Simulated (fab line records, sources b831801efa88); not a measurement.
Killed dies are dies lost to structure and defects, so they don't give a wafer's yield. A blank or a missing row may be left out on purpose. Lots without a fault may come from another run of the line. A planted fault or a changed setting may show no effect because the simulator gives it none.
One fault seen from 2 desks | flow gf180mcu | each desk has only its own numbers; what lay behind them comes last

THE TOOL OWNER'S DESK: furnace-01
The tool's own readings at GF_STI_OXIDATION_29 (stabilise 600 s, purge 300 s, target thk 10 nm): means of the sampled wafers that have a number, for each lot that ran on this tool. A lot is out of limits, marked OUT, if its mean lies more than 4 standard deviations from the usual mean; the brackets give that distance.
Columns: A = spike_tc_upper_C at GF_STI_OXIDATION_29, usual 900.0 C
lot  | first seen here | A
L953 | day 2 15:28     | 898.8
L956 | day 3 06:47     | 899.0
L961 | day 4 09:56     | 899.4
L963 | day 4 19:12     | 900.6
L969 | day 6 01:54     | 899.1
L974 | day 7 04:44     | 899.6
This desk's finding: nothing out of limits on any of the 6 lots.

THE METROLOGY DESK
What the gauges read, lot by lot, whatever tool the lot ran on: means of the sampled wafers that have a number. A lot is out of limits, marked OUT, if its mean lies more than 4 standard deviations from the usual mean; the brackets give that distance.
Columns: A = STI_OXIDATION_02_THK at GF_STI_THK_MEAS_30, usual 10.09 nm; B = NWELL_OVL at GF_NWELL_OVL_MEAS_07, usual 0.1 nm
lot  | first seen here | A                | B
L951 | day 2 08:50     | 10.23            | -0.2
L952 | day 2 13:51     | 10.28            | 0.9
L953 | day 2 16:53     | 9.98             | -1.8
L955 | day 3 02:48     | 10.29            | -0.5
L956 | day 3 08:11     | 10.06            | -2.5
L957 | day 3 12:21     | 10.12            | 0.1
L958 | day 3 19:55     | 10.04            | 0.4
L959 | day 3 22:47     | 10.07            | 1.3
L961 | day 4 11:20     | 10.25            | 1.2
L963 | day 4 20:35     | 9.94             | 1.6
L969 | day 6 03:18     | 11.37 (+8.0) OUT | -0.3
L970 | day 6 09:25     | 10.01            | -0.7
L974 | day 7 06:08     | 11.40 (+8.2) OUT | 0.6
This desk's finding: out of limits on L969, L974; first on L969, day 6 03:18 (STI_OXIDATION_02_THK at GF_STI_THK_MEAS_30). In limits: L951, L952, L953, L955, L956, L957, L958, L959, L961, L963, L970.

PUT TOGETHER
The metrology desk could have raised an alarm at day 6 03:18, on L969, L974.
The tool owner's desk saw nothing out of limits.
The tool owner's desk has L969, L974 on record, within its limits.
Of the lots named, all ran GF_STI_OXIDATION_29 on furnace-01.

WHAT THE SIMULATOR HAD PUT IN
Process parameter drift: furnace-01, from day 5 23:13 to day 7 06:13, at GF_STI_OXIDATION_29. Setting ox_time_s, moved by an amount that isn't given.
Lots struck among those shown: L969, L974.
Hours from the fault's start to each desk's first reading out of limits: the metrology desk, 4.
